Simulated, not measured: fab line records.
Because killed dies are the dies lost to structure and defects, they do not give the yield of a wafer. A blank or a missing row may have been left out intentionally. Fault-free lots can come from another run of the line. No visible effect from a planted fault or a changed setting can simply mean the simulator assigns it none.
A lot that was struck, set against a sound lot ; flow sky130 ; 13 steps out of a route of 708
Sound: wafers L804.1, L804.2, L804.4. The struck wafers were L798.4, L798.5, L798.6. The cause comes at the end.
For every step that has rows: the tool of each side, followed by ch and its chambers, followed by its first start. Under that, the readings that differ: sound wafers ; struck wafers ; difference of the means ; sigmas: that difference in standard deviations of wafers without a fault.
alike: same words and numbers on both sides, and readings whose means sit less than 2 such deviations apart. not compared: any withheld reading, any reading some wafer has no value for, any bound like >300 that may hide the same value, and any number with overlapping values for which the record gives no deviation.
A row with sigmas, a row that says differs or no value, or rows on one side alone: a step with any of these is where the two part. Numbers that have no deviation but don't overlap get no sigmas and don't part them. Lack of a reading on every wafer of one side parts them only where that side has two or more wafers.

first, 2 steps without rows for these wafers: SKY_VIA4_PEB_09; SKY_VIA4_DEVELOP_10 (develop time 60 s).
SKY_VIA4_OVL_MEAS_11:
  sound on overlay-01 at day 47 05:37; struck on overlay-02 at day 45 11:02
  alike: VIA4_OVL
SKY_VIA4_ETCH_12: etches SiO2 in C4F8/O2/Ar, stops on TiN, target depth 580 nm.
  sound on rie-diel-04 ch 1,2,3, day 47 05:39; struck on rie-diel-01 ch 0,1,3, day 45 11:03
  alike: oes-product-au
SKY_VIA4_STRIP_13: strips in O2/N2.
  sound on plasma-asher-04 ch 0,1, day 47 05:43; struck on plasma-asher-04 ch 0,1, day 45 11:10
  alike: drypump-motor-current-A, oes-product-au, strip-time-to-endpoint-s
  not compared: rf-hours-counter-h
then, 3 steps without rows for these wafers: SKY_VIA4_STRIP_14 (strips in post etch residue remover, time 1200 s); SKY_VIA4_CLEAN_15 (cleans in IPA, time 180 s); SKY_VIA4_CLEAN_16 (cleans in O3/DIW).
SKY_VIA4_SPUTTER_17: material TiN, target thk 20 nm, time 80 s.
  sound on pvd-sputter-03 at day 47 06:20; struck on pvd-sputter-01 at day 45 11:43
  alike: cathode-dc-power-W, throttle-valve-pct
SKY_VIA4_CVD_18: deposits W, target thk 505 nm, time 152.14 s.
  sound on cvd-w-02 ch 0,1, day 47 06:24; struck on cvd-w-01 ch 0,1, day 45 11:50
  alike: heater-power-w
SKY_VIA4_RS_MEAS_19: the measuring method here is four-point-probe.
  sound on film-metro-01 at day 47 06:33; struck on film-metro-03 at day 45 11:59
  alike: VIA4_W_RS
SKY_VIA4_THK_MEAS_20: measures by xrf.
  sound on film-metro-01 at day 47 06:40; struck on film-metro-03 at day 45 12:05
  alike: VIA4_W_THK
SKY_VIA4_CMP_21: polishes, stops on SiO2, t overpolish 25 s, target thk 0 nm.
  sound on cmp-01 ch 0,1,3, day 47 06:47; struck on cmp-01 ch 0,2,3, day 45 12:31
  no value came back on the struck wafers for any of 5 readings (edge-zone-pressure-frac, head-pressure-psi (psi) and others); on the sound wafers edge-zone-pressure-frac reads 1.004 0.994 0.993
reading;sound;struck;difference;sigmas
model.W_of_VIA4_CVD_18.thk-nm (nm);0 0 0;506 504.3 510.4;+507;
model.SiO2_of_VIA4_HDPCVD_00.thk-nm (nm);573.8 573.5 572.9;581 580.8 581.3;+8;

== WHERE THEY PART ==
SKY_VIA4_CMP_21 only, going by this record.

WHY: what had been put in by the simulator
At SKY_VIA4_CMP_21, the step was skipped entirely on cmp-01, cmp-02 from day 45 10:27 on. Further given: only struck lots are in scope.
